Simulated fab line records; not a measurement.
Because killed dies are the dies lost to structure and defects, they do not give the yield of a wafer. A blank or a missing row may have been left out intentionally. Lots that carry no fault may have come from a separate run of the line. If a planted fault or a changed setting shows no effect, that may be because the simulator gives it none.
The tool behind it: which one? :: flow gf180mcu :: Sampling: 24 lots, 72 wafers, 6 of 602 route steps

== WHAT THE GAUGES READ, wafer by wafer ==
GF_MIM_THK_MEAS_11: measures by xrf. Usual: for MIM_ALCU_THK the level is 199.3 nm and the standard deviation is 2.3.
lot: L074
measured: day 24 08:27
on: film_metro-01
MIM_ALCU_THK (nm): 197.4 198.2 201.2
flag: 

lot: L075
measured: day 24 21:28
on: film_metro-01
MIM_ALCU_THK (nm): 201.4 203.8 201.3
flag: 

lot: L076
measured: day 24 23:50
on: film_metro-01
MIM_ALCU_THK (nm): 197.7 199.6 198.7
flag: 

lot: L077
measured: day 25 15:43
on: film_metro-03
MIM_ALCU_THK (nm): 200.1 194.5 199.8
flag: 

lot: L078
measured: day 26 02:50
on: film_metro-01
MIM_ALCU_THK (nm): 202.0 199.6 200.5
flag: 

lot: L079
measured: day 26 04:05
on: film_metro-03
MIM_ALCU_THK (nm): 198.3 199.0 198.4
flag: 

lot: L080
measured: day 26 21:50
on: film_metro-03
MIM_ALCU_THK (nm): 197.8 199.9 201.3
flag: 

lot: L081
measured: day 26 22:18
on: film_metro-01
MIM_ALCU_THK (nm): 197.5 199.2 197.5
flag: 

lot: L082
measured: day 27 04:41
on: film_metro-04
MIM_ALCU_THK (nm): 198.4 197.7 203.3
flag: 

lot: L083
measured: day 27 16:14
on: film_metro-01
MIM_ALCU_THK (nm): 201.3 204.8 201.1
flag: 

lot: L084
measured: day 27 23:18
on: film_metro-01
MIM_ALCU_THK (nm): 199.3 194.4 199.1
flag: 

lot: L085
measured: day 28 03:50
on: film_metro-04
MIM_ALCU_THK (nm): 202.1 202.7 201.6
flag: 

lot: L086
measured: day 28 12:35
on: film_metro-04
MIM_ALCU_THK (nm): 201.8 197.3 203.6
flag: 

lot: L087
measured: day 28 16:58
on: film_metro-03
MIM_ALCU_THK (nm): 196.2 195.5 199.3
flag: 

lot: L088
measured: day 29 02:50
on: film_metro-01
MIM_ALCU_THK (nm): 196.8 201.3 202.4
flag: 

lot: L089
measured: day 29 12:43
on: film_metro-01
MIM_ALCU_THK (nm): 199.9 196.8 200.5
flag: 

lot: L090
measured: day 29 22:31
on: film_metro-03
MIM_ALCU_THK (nm): 200.9 197.5 198.0
flag: 

lot: L091
measured: day 29 22:35
on: film_metro-04
MIM_ALCU_THK (nm): 205.9 199.9 203.5
flag: 

lot: L092
measured: day 30 04:11
on: film_metro-03
MIM_ALCU_THK (nm): 196.5 201.9 198.5
flag: 

lot: L093
measured: day 30 13:53
on: film_metro-03
MIM_ALCU_THK (nm): 195.8 198.0 199.5
flag: 

lot: L094
measured: day 30 18:48
on: film_metro-03
MIM_ALCU_THK (nm): 201.1 203.6 200.0
flag: 

lot: L095
measured: day 30 23:19
on: film_metro-04
MIM_ALCU_THK (nm): 199.1 200.3 199.2
flag: 

lot: L096
measured: day 31 04:15
on: film_metro-04
MIM_ALCU_THK (nm): 201.5 200.2 200.9
flag: 

lot: L097
measured: day 31 12:46
on: film_metro-03
MIM_ALCU_THK (nm): 201.9 197.6 200.0
flag: 

GF_V5_THK_MEAS_03. Usual: for V5_CVD_02_THK the level is 1461 nm and the standard deviation is 20.
lot: L074
measured: day 26 04:04
on: film_metro-01
V5_CVD_02_THK (nm): 1445 1483 1434
flag: 

lot: L075
measured: day 26 16:44
on: film_metro-03
V5_CVD_02_THK (nm): 1438 1443 1485
flag: 

lot: L076
measured: day 26 18:15
on: film_metro-02
V5_CVD_02_THK (nm): 1478 1472 1476
flag: 

lot: L077
measured: day 27 10:23
on: film_metro-02
V5_CVD_02_THK (nm): 1445 1426 1454
flag: 

lot: L078
measured: day 27 20:41
on: film_metro-02
V5_CVD_02_THK (nm): 1456 1449 1490
flag: 

lot: L079
measured: day 27 21:45
on: film_metro-02
V5_CVD_02_THK (nm): 1429 1466 1461
flag: 

lot: L080
measured: day 28 15:32
on: film_metro-02
V5_CVD_02_THK (nm): 1413 1480 1441
flag: 

lot: L081
measured: day 28 14:14
on: film_metro-02
V5_CVD_02_THK (nm): 1457 1483 1475
flag: 

lot: L082
measured: day 28 20:40
on: film_metro-02
V5_CVD_02_THK (nm): 1476 1467 1488
flag: 

lot: L083
measured: day 29 07:13
on: film_metro-02
V5_CVD_02_THK (nm): 1450 1449 1474
flag: 

lot: L084
measured: day 29 13:59
on: film_metro-02
V5_CVD_02_THK (nm): 1477 1491 1475
flag: 

lot: L085
measured: day 29 19:22
on: film_metro-03
V5_CVD_02_THK (nm): 1468 1467 1486
flag: 

lot: L086
measured: day 30 03:32
on: film_metro-03
V5_CVD_02_THK (nm): 1491 1480 1475
flag: 

lot: L087
measured: day 30 07:49
on: film_metro-01
V5_CVD_02_THK (nm): 1448 1447 1445
flag: 

lot: L088
measured: day 30 16:36
on: film_metro-02
V5_CVD_02_THK (nm): 1460 1459 1474
flag: 

lot: L089
measured: day 31 02:25
on: film_metro-01
V5_CVD_02_THK (nm): 1464 1475 1490
flag: 

lot: L090
measured: day 31 11:27
on: film_metro-03
V5_CVD_02_THK (nm): 1440 1492 1467
flag: 

lot: L091
measured: day 31 13:29
on: film_metro-03
V5_CVD_02_THK (nm): 1433 1487 1482
flag: 

lot: L092
measured: day 31 16:15
on: film_metro-03
V5_CVD_02_THK (nm): 1441 1441 1475
flag: 

lot: L093
measured: day 32 01:43
on: film_metro-02
V5_CVD_02_THK (nm): 1435 1445 1452
flag: 

lot: L094
measured: day 32 06:02
on: film_metro-01
V5_CVD_02_THK (nm): 1417 1451 1484
flag: 

lot: L095
measured: day 32 11:13
on: film_metro-02
V5_CVD_02_THK (nm): 1446 1467 1463
flag: 

lot: L096
measured: day 32 15:17
on: film_metro-02
V5_CVD_02_THK (nm): 1421 1429 1437
flag: 

lot: L097
measured: day 32 22:55
on: film_metro-01
V5_CVD_02_THK (nm): 1462 1497 1482
flag: 

== WHICH TOOL RAN EACH LOT (tool, then ch and the chambers of the sampled wafers, then the start) ==
lot: L074
GF_V3_CMP_26: cmp-02 ch 0,3, day 22 07:06
GF_MIM_SPUTTER_01: pvd_sputter-01, day 24 07:58
GF_MIM_SPUTTER_04: pvd_sputter-01, day 24 08:02
GF_M5_ETCH_09: rie_diel-01 ch 1,3, day 26 03:07

lot: L075
GF_V3_CMP_26: cmp-02 ch 0,1,2, day 22 20:38
GF_MIM_SPUTTER_01: pvd_sputter-02, day 24 21:01
GF_MIM_SPUTTER_04: pvd_sputter-02, day 24 21:06
GF_M5_ETCH_09: rie_diel-04 ch 0,1, day 26 15:43

lot: L076
GF_V3_CMP_26: cmp-02 ch 0,3, day 22 22:49
GF_MIM_SPUTTER_01: pvd_sputter-03, day 24 23:23
GF_MIM_SPUTTER_04: pvd_sputter-03, day 24 23:28
GF_M5_ETCH_09: rie_diel-04 ch 1,2,3, day 26 17:22

lot: L077
GF_V3_CMP_26: cmp-02 ch 0,1,2, day 23 15:19
GF_MIM_SPUTTER_01: pvd_sputter-01, day 25 15:17
GF_MIM_SPUTTER_04: pvd_sputter-01, day 25 15:22
GF_M5_ETCH_09: rie_diel-04 ch 0,2,3, day 27 09:06

lot: L078
GF_V3_CMP_26: cmp-02 ch 1,2,3, day 24 03:56
GF_MIM_SPUTTER_01: pvd_sputter-02, day 26 02:23
GF_MIM_SPUTTER_04: pvd_sputter-02, day 26 02:28
GF_M5_ETCH_09: rie_diel-04 ch 1,2,3, day 27 19:46

lot: L079
GF_V3_CMP_26: cmp-01 ch 0,1,3, day 24 05:40
GF_MIM_SPUTTER_01: pvd_sputter-01, day 26 03:38
GF_MIM_SPUTTER_04: pvd_sputter-01, day 26 03:44
GF_M5_ETCH_09: rie_diel-01 ch 1,2,3, day 27 20:52

lot: L080
GF_V3_CMP_26: cmp-02 ch 1,2,3, day 25 00:00
GF_MIM_SPUTTER_01: pvd_sputter-01, day 26 21:24
GF_MIM_SPUTTER_04: pvd_sputter-01, day 26 21:29
GF_M5_ETCH_09: rie_diel-04 ch 0,3, day 28 14:16

lot: L081
GF_V3_CMP_26: cmp-02 ch 0,2,3, day 25 00:15
GF_MIM_SPUTTER_01: pvd_sputter-03, day 26 21:52
GF_MIM_SPUTTER_04: pvd_sputter-03, day 26 21:57
GF_M5_ETCH_09: rie_diel-04 ch 0,3, day 28 13:21

lot: L082
GF_V3_CMP_26: cmp-01 ch 1,2, day 25 06:55
GF_MIM_SPUTTER_01: pvd_sputter-01, day 27 04:15
GF_MIM_SPUTTER_04: pvd_sputter-01, day 27 04:20
GF_M5_ETCH_09: rie_diel-04 ch 0,1,3, day 28 19:40

lot: L083
GF_V3_CMP_26: cmp-02 ch 0,2,3, day 25 16:52
GF_MIM_SPUTTER_01: pvd_sputter-03, day 27 15:48
GF_MIM_SPUTTER_04: pvd_sputter-03, day 27 15:53
GF_M5_ETCH_09: rie_diel-03 ch 0,2,3, day 29 06:20

lot: L084
GF_V3_CMP_26: cmp-02 ch 1,3, day 26 03:42
GF_MIM_SPUTTER_01: pvd_sputter-03, day 27 22:52
GF_MIM_SPUTTER_04: pvd_sputter-03, day 27 22:57
GF_M5_ETCH_09: rie_diel-01 ch 1,2, day 29 13:04

lot: L085
GF_V3_CMP_26: cmp-02 ch 0,2,3, day 26 07:26
GF_MIM_SPUTTER_01: pvd_sputter-01, day 28 03:24
GF_MIM_SPUTTER_04: pvd_sputter-01, day 28 03:29
GF_M5_ETCH_09: rie_diel-04 ch 1,2,3, day 29 18:27

lot: L086
GF_V3_CMP_26: cmp-02 ch 1,2,3, day 26 17:07
GF_MIM_SPUTTER_01: pvd_sputter-03, day 28 12:08
GF_MIM_SPUTTER_04: pvd_sputter-03, day 28 12:13
GF_M5_ETCH_09: rie_diel-03 ch 1,2, day 30 02:37

lot: L087
GF_V3_CMP_26: cmp-02 ch 0,1,3, day 26 20:46
GF_MIM_SPUTTER_01: pvd_sputter-01, day 28 16:32
GF_MIM_SPUTTER_04: pvd_sputter-01, day 28 16:37
GF_M5_ETCH_09: rie_diel-04 ch 0,1,2, day 30 06:55

lot: L088
GF_V3_CMP_26: cmp-01 ch 0,1,2, day 27 07:46
GF_MIM_SPUTTER_01: pvd_sputter-03, day 29 02:23
GF_MIM_SPUTTER_04: pvd_sputter-03, day 29 02:28
GF_M5_ETCH_09: rie_diel-01 ch 1,2,3, day 30 15:34

lot: L089
GF_V3_CMP_26: cmp-01 ch 0,1,3, day 27 18:19
GF_MIM_SPUTTER_01: pvd_sputter-03, day 29 12:16
GF_MIM_SPUTTER_04: pvd_sputter-03, day 29 12:20
GF_M5_ETCH_09: rie_diel-01 ch 0,2,3, day 31 01:24

lot: L090
GF_V3_CMP_26: cmp-02 ch 1,2,3, day 28 04:49
GF_MIM_SPUTTER_01: pvd_sputter-03, day 29 22:04
GF_MIM_SPUTTER_04: pvd_sputter-03, day 29 22:09
GF_M5_ETCH_09: rie_diel-03 ch 1,2,3, day 31 10:33

lot: L091
GF_V3_CMP_26: cmp-02 ch 1,2, day 28 05:41
GF_MIM_SPUTTER_01: pvd_sputter-02, day 29 22:10
GF_MIM_SPUTTER_04: pvd_sputter-02, day 29 22:14
GF_M5_ETCH_09: rie_diel-04 ch 2,3, day 31 12:37

lot: L092
GF_V3_CMP_26: cmp-01 ch 0,1,3, day 28 09:47
GF_MIM_SPUTTER_01: pvd_sputter-02, day 30 03:44
GF_MIM_SPUTTER_04: pvd_sputter-02, day 30 03:49
GF_M5_ETCH_09: rie_diel-03 ch 2,3, day 31 15:19

lot: L093
GF_V3_CMP_26: cmp-02 ch 0,1,3, day 28 20:55
GF_MIM_SPUTTER_01: pvd_sputter-01, day 30 13:27
GF_MIM_SPUTTER_04: pvd_sputter-01, day 30 13:32
GF_M5_ETCH_09: rie_diel-03 ch 0,2, day 32 00:40

lot: L094
GF_V3_CMP_26: cmp-02 ch 0,1, day 29 03:16
GF_MIM_SPUTTER_01: pvd_sputter-02, day 30 18:22
GF_MIM_SPUTTER_04: pvd_sputter-02, day 30 18:27
GF_M5_ETCH_09: rie_diel-03 ch 0,2,3, day 32 05:07

lot: L095
GF_V3_CMP_26: cmp-01 ch 0,1, day 29 05:46
GF_MIM_SPUTTER_01: pvd_sputter-01, day 30 22:53
GF_MIM_SPUTTER_04: pvd_sputter-01, day 30 22:58
GF_M5_ETCH_09: rie_diel-01 ch 0,3, day 32 10:18

lot: L096
GF_V3_CMP_26: cmp-01 ch 0,1,3, day 29 11:53
GF_MIM_SPUTTER_01: pvd_sputter-02, day 31 03:49
GF_MIM_SPUTTER_04: pvd_sputter-02, day 31 03:53
GF_M5_ETCH_09: rie_diel-01 ch 1,2,3, day 32 14:04

lot: L097
GF_V3_CMP_26: cmp-01 ch 0,3, day 29 20:48
GF_MIM_SPUTTER_01: pvd_sputter-03, day 31 12:20
GF_MIM_SPUTTER_04: pvd_sputter-03, day 31 12:25
GF_M5_ETCH_09: rie_diel-03 ch 1,2,3, day 32 22:00
- GF_V3_CMP_26: polishes, stops on SiO2, t overpolish 15 s, target thk 0 nm.
- GF_MIM_SPUTTER_01: material TiN, target thk 30 nm, time 25 s.
- GF_MIM_SPUTTER_04: material TiN, target thk 50 nm, time 41.7 s.
- GF_M5_ETCH_09: etches Si3N4 in CF4/O2, target depth 52 nm, time 11.6 s.

== WHAT THE TOOLS THEMSELVES READ (means of the sampled wafers that have a number; where no wafer has one, the mark that the record gives instead) ==
GF_V3_CMP_26. Usual: motor_current_A 11.3 A, standard deviation 1.3; overpolish_run_s 15.000 s, standard deviation 0.0091; time_to_endpoint_s 82 s, standard deviation 4.5.
lot: L074
tool: cmp-02
motor_current_A (A): 11.0
overpolish_run_s (s): 14.999
time_to_endpoint_s (s): 79
flag: 

lot: L075
tool: cmp-02
motor_current_A (A): 11.6
overpolish_run_s (s): 15.007
time_to_endpoint_s (s): 83
flag: 

lot: L076
tool: cmp-02
motor_current_A (A): 11.1
overpolish_run_s (s): 15.006
time_to_endpoint_s (s): 83
flag: 

lot: L077
tool: cmp-02
motor_current_A (A): 11.8
overpolish_run_s (s): 14.997
time_to_endpoint_s (s): 84
flag: 

lot: L078
tool: cmp-02
motor_current_A (A): 11.6
overpolish_run_s (s): 15.002
time_to_endpoint_s (s): 86
flag: 

lot: L079
tool: cmp-01
motor_current_A (A): 10.7
overpolish_run_s (s): 15.007
time_to_endpoint_s (s): 80
flag: 

lot: L080
tool: cmp-02
motor_current_A (A): 11.7
overpolish_run_s (s): 15.004
time_to_endpoint_s (s): 86
flag: 

lot: L081
tool: cmp-02
motor_current_A (A): 11.7
overpolish_run_s (s): 15.000
time_to_endpoint_s (s): 82
flag: 

lot: L082
tool: cmp-01
motor_current_A (A): 12.5
overpolish_run_s (s): 14.998
time_to_endpoint_s (s): 78
flag: 

lot: L083
tool: cmp-02
motor_current_A (A): 11.6
overpolish_run_s (s): 14.992
time_to_endpoint_s (s): 84
flag: 

lot: L084
tool: cmp-02
motor_current_A (A): 11.1
overpolish_run_s (s): 15.004
time_to_endpoint_s (s): 78
flag: 

lot: L085
tool: cmp-02
motor_current_A (A): 11.7
overpolish_run_s (s): 14.997
time_to_endpoint_s (s): 81
flag: 

lot: L086
tool: cmp-02
motor_current_A (A): 11.7
overpolish_run_s (s): 14.987
time_to_endpoint_s (s): 87
flag: 

lot: L087
tool: cmp-02
motor_current_A (A): 11.2
overpolish_run_s (s): 15.002
time_to_endpoint_s (s): 85
flag: 

lot: L088
tool: cmp-01
motor_current_A (A): 11.4
overpolish_run_s (s): 14.986
time_to_endpoint_s (s): 77
flag: 

lot: L089
tool: cmp-01
motor_current_A (A): 11.3
overpolish_run_s (s): 15.009
time_to_endpoint_s (s): 77
flag: 

lot: L090
tool: cmp-02
motor_current_A (A): 11.8
overpolish_run_s (s): 15.000
time_to_endpoint_s (s): 89
flag: 

lot: L091
tool: cmp-02
motor_current_A (A): 12.0
overpolish_run_s (s): 14.995
time_to_endpoint_s (s): 84
flag: 

lot: L092
tool: cmp-01
motor_current_A (A): 11.0
overpolish_run_s (s): 15.009
time_to_endpoint_s (s): 79
flag: 

lot: L093
tool: cmp-02
motor_current_A (A): 11.4
overpolish_run_s (s): 14.997
time_to_endpoint_s (s): 83
flag: 

lot: L094
tool: cmp-02
motor_current_A (A): 11.1
overpolish_run_s (s): 15.001
time_to_endpoint_s (s): 85
flag: 

lot: L095
tool: cmp-01
motor_current_A (A): 12.6
overpolish_run_s (s): 14.996
time_to_endpoint_s (s): 80
flag: 

lot: L096
tool: cmp-01
motor_current_A (A): 11.1
overpolish_run_s (s): 15.000
time_to_endpoint_s (s): 76
flag: 

lot: L097
tool: cmp-01
motor_current_A (A): 9.2
overpolish_run_s (s): 14.999
time_to_endpoint_s (s): 83
flag: 

GF_MIM_SPUTTER_01. Usual: 30.1 % for throttle_valve_pct, sd 1.1.
lot: L074
tool: pvd_sputter-01
throttle_valve_pct (%): 29.7
flag: 

lot: L075
tool: pvd_sputter-02
throttle_valve_pct (%): 30.1
flag: 

lot: L076
tool: pvd_sputter-03
throttle_valve_pct (%): 30.4
flag: 

lot: L077
tool: pvd_sputter-01
throttle_valve_pct (%): 29.2
flag: 

lot: L078
tool: pvd_sputter-02
throttle_valve_pct (%): 30.3
flag: 

lot: L079
tool: pvd_sputter-01
throttle_valve_pct (%): 29.1
flag: 

lot: L080
tool: pvd_sputter-01
throttle_valve_pct (%): 29.6
flag: 

lot: L081
tool: pvd_sputter-03
throttle_valve_pct (%): 30.4
flag: 

lot: L082
tool: pvd_sputter-01
throttle_valve_pct (%): 29.2
flag: 

lot: L083
tool: pvd_sputter-03
throttle_valve_pct (%): 30.3
flag: 

lot: L084
tool: pvd_sputter-03
throttle_valve_pct (%): 30.2
flag: 

lot: L085
tool: pvd_sputter-01
throttle_valve_pct (%): 29.0
flag: 

lot: L086
tool: pvd_sputter-03
throttle_valve_pct (%): 30.8
flag: 

lot: L087
tool: pvd_sputter-01
throttle_valve_pct (%): 29.7
flag: 

lot: L088
tool: pvd_sputter-03
throttle_valve_pct (%): 30.9
flag: 

lot: L089
tool: pvd_sputter-03
throttle_valve_pct (%): 30.5
flag: 

lot: L090
tool: pvd_sputter-03
throttle_valve_pct (%): 30.6
flag: 

lot: L091
tool: pvd_sputter-02
throttle_valve_pct (%): 31.0
flag: 

lot: L092
tool: pvd_sputter-02
throttle_valve_pct (%): 29.4
flag: 

lot: L093
tool: pvd_sputter-01
throttle_valve_pct (%): 29.1
flag: 

lot: L094
tool: pvd_sputter-02
throttle_valve_pct (%): 31.4
flag: 

lot: L095
tool: pvd_sputter-01
throttle_valve_pct (%): 29.3
flag: 

lot: L096
tool: pvd_sputter-02
throttle_valve_pct (%): 30.7
flag: 

lot: L097
tool: pvd_sputter-03
throttle_valve_pct (%): 30.2
flag: 

GF_MIM_SPUTTER_04. Usual: 30.1 % for throttle_valve_pct, sd 1.1.
lot: L074
tool: pvd_sputter-01
throttle_valve_pct (%): 29.8
flag: 

lot: L075
tool: pvd_sputter-02
throttle_valve_pct (%): 30.0
flag: 

lot: L076
tool: pvd_sputter-03
throttle_valve_pct (%): 30.6
flag: 

lot: L077
tool: pvd_sputter-01
throttle_valve_pct (%): 28.9
flag: 

lot: L078
tool: pvd_sputter-02
throttle_valve_pct (%): 30.6
flag: 

lot: L079
tool: pvd_sputter-01
throttle_valve_pct (%): 29.2
flag: 

lot: L080
tool: pvd_sputter-01
throttle_valve_pct (%): 29.8
flag: 

lot: L081
tool: pvd_sputter-03
throttle_valve_pct (%): 30.4
flag: 

lot: L082
tool: pvd_sputter-01
throttle_valve_pct (%): 29.1
flag: 

lot: L083
tool: pvd_sputter-03
throttle_valve_pct (%): 30.3
flag: 

lot: L084
tool: pvd_sputter-03
throttle_valve_pct (%): 30.3
flag: 

lot: L085
tool: pvd_sputter-01
throttle_valve_pct (%): 29.0
flag: 

lot: L086
tool: pvd_sputter-03
throttle_valve_pct (%): 30.7
flag: 

lot: L087
tool: pvd_sputter-01
throttle_valve_pct (%): 29.8
flag: 

lot: L088
tool: pvd_sputter-03
throttle_valve_pct (%): 30.8
flag: 

lot: L089
tool: pvd_sputter-03
throttle_valve_pct (%): 30.5
flag: 

lot: L090
tool: pvd_sputter-03
throttle_valve_pct (%): 30.7
flag: 

lot: L091
tool: pvd_sputter-02
throttle_valve_pct (%): 31.0
flag: 

lot: L092
tool: pvd_sputter-02
throttle_valve_pct (%): 29.2
flag: 

lot: L093
tool: pvd_sputter-01
throttle_valve_pct (%): 28.9
flag: 

lot: L094
tool: pvd_sputter-02
throttle_valve_pct (%): 31.2
flag: 

lot: L095
tool: pvd_sputter-01
throttle_valve_pct (%): 29.3
flag: 

lot: L096
tool: pvd_sputter-02
throttle_valve_pct (%): 30.8
flag: 

lot: L097
tool: pvd_sputter-03
throttle_valve_pct (%): 30.3
flag: 

GF_M5_ETCH_09. Usual: drypump_motor_current_A 5.66 A, standard deviation 0.27; oes_product_au 1.002 a.u., standard deviation 0.01; throttle_valve_pct 5.971 %, standard deviation 0.01.
lot: L074
tool: rie_diel-01
drypump_motor_current_A (A): 5.78
oes_product_au (a.u.): 0.995
throttle_valve_pct (%): 5.965
flag: 

lot: L075
tool: rie_diel-04
drypump_motor_current_A (A): 5.77
oes_product_au (a.u.): 0.996
throttle_valve_pct (%): 5.970
flag: 

lot: L076
tool: rie_diel-04
drypump_motor_current_A (A): 5.64
oes_product_au (a.u.): 0.993
throttle_valve_pct (%): 5.974
flag: 

lot: L077
tool: rie_diel-04
drypump_motor_current_A (A): 5.41
oes_product_au (a.u.): 0.995
throttle_valve_pct (%): 5.966
flag: 

lot: L078
tool: rie_diel-04
drypump_motor_current_A (A): 5.64
oes_product_au (a.u.): 0.998
throttle_valve_pct (%): 5.972
flag: 

lot: L079
tool: rie_diel-01
drypump_motor_current_A (A): 5.77
oes_product_au (a.u.): 1.000
throttle_valve_pct (%): 5.951
flag: 

lot: L080
tool: rie_diel-04
drypump_motor_current_A (A): 5.44
oes_product_au (a.u.): 1.009
throttle_valve_pct (%): 5.966
flag: 

lot: L081
tool: rie_diel-04
drypump_motor_current_A (A): 5.46
oes_product_au (a.u.): 1.001
throttle_valve_pct (%): 5.973
flag: 

lot: L082
tool: rie_diel-04
drypump_motor_current_A (A): 5.60
oes_product_au (a.u.): 0.994
throttle_valve_pct (%): 5.971
flag: 

lot: L083
tool: rie_diel-03
drypump_motor_current_A (A): 5.87
oes_product_au (a.u.): 1.002
throttle_valve_pct (%): 5.962
flag: 

lot: L084
tool: rie_diel-01
drypump_motor_current_A (A): 5.93
oes_product_au (a.u.): 0.997
throttle_valve_pct (%): 5.971
flag: 

lot: L085
tool: rie_diel-04
drypump_motor_current_A (A): 5.62
oes_product_au (a.u.): 0.997
throttle_valve_pct (%): 5.973
flag: 

lot: L086
tool: rie_diel-03
drypump_motor_current_A (A): 5.58
oes_product_au (a.u.): 1.007
throttle_valve_pct (%): 5.971
flag: 

lot: L087
tool: rie_diel-04
drypump_motor_current_A (A): 5.56
oes_product_au (a.u.): 0.996
throttle_valve_pct (%): 5.968
flag: 

lot: L088
tool: rie_diel-01
drypump_motor_current_A (A): 5.78
oes_product_au (a.u.): 1.001
throttle_valve_pct (%): 5.973
flag: 

lot: L089
tool: rie_diel-01
drypump_motor_current_A (A): 5.67
oes_product_au (a.u.): 0.996
throttle_valve_pct (%): 5.971
flag: 

lot: L090
tool: rie_diel-03
drypump_motor_current_A (A): 5.76
oes_product_au (a.u.): 1.005
throttle_valve_pct (%): 5.975
flag: 

lot: L091
tool: rie_diel-04
drypump_motor_current_A (A): 5.46
oes_product_au (a.u.): 0.992
throttle_valve_pct (%): 5.971
flag: 

lot: L092
tool: rie_diel-03
drypump_motor_current_A (A): 5.99
oes_product_au (a.u.): 1.010
throttle_valve_pct (%): 5.968
flag: 

lot: L093
tool: rie_diel-03
drypump_motor_current_A (A): 5.76
oes_product_au (a.u.): 1.011
throttle_valve_pct (%): 5.970
flag: 

lot: L094
tool: rie_diel-03
drypump_motor_current_A (A): 5.87
oes_product_au (a.u.): 1.008
throttle_valve_pct (%): 5.975
flag: 

lot: L095
tool: rie_diel-01
drypump_motor_current_A (A): 5.52
oes_product_au (a.u.): 1.007
throttle_valve_pct (%): 5.977
flag: 

lot: L096
tool: rie_diel-01
drypump_motor_current_A (A): 5.81
oes_product_au (a.u.): 1.005
throttle_valve_pct (%): 5.981
flag: 

lot: L097
tool: rie_diel-03
drypump_motor_current_A (A): 5.79
oes_product_au (a.u.): 1.008
throttle_valve_pct (%): 5.974
flag: 

== THE ANSWER, worked out from the rows above alone ==
Rule: take the mean of a lot's wafers that have a number; if it is more than 3 standard deviations from the usual mean, the lot is off. A lot without any number at a reading at which 4 lots or more have one is off too. All remaining lots with rows at the step are treated as sound. After the gauges, taken in route order, come the tools' own readings; for these a lot's mean is taken, as printed above. The first step at which some lot is off is used, and at that step the reading that is off furthest; a lot without a number counts as furthest.
Across all readings shown, no lot is off: no conclusion can be drawn from this.

== WHAT HAD BEEN PUT IN BY THE SIMULATOR ==
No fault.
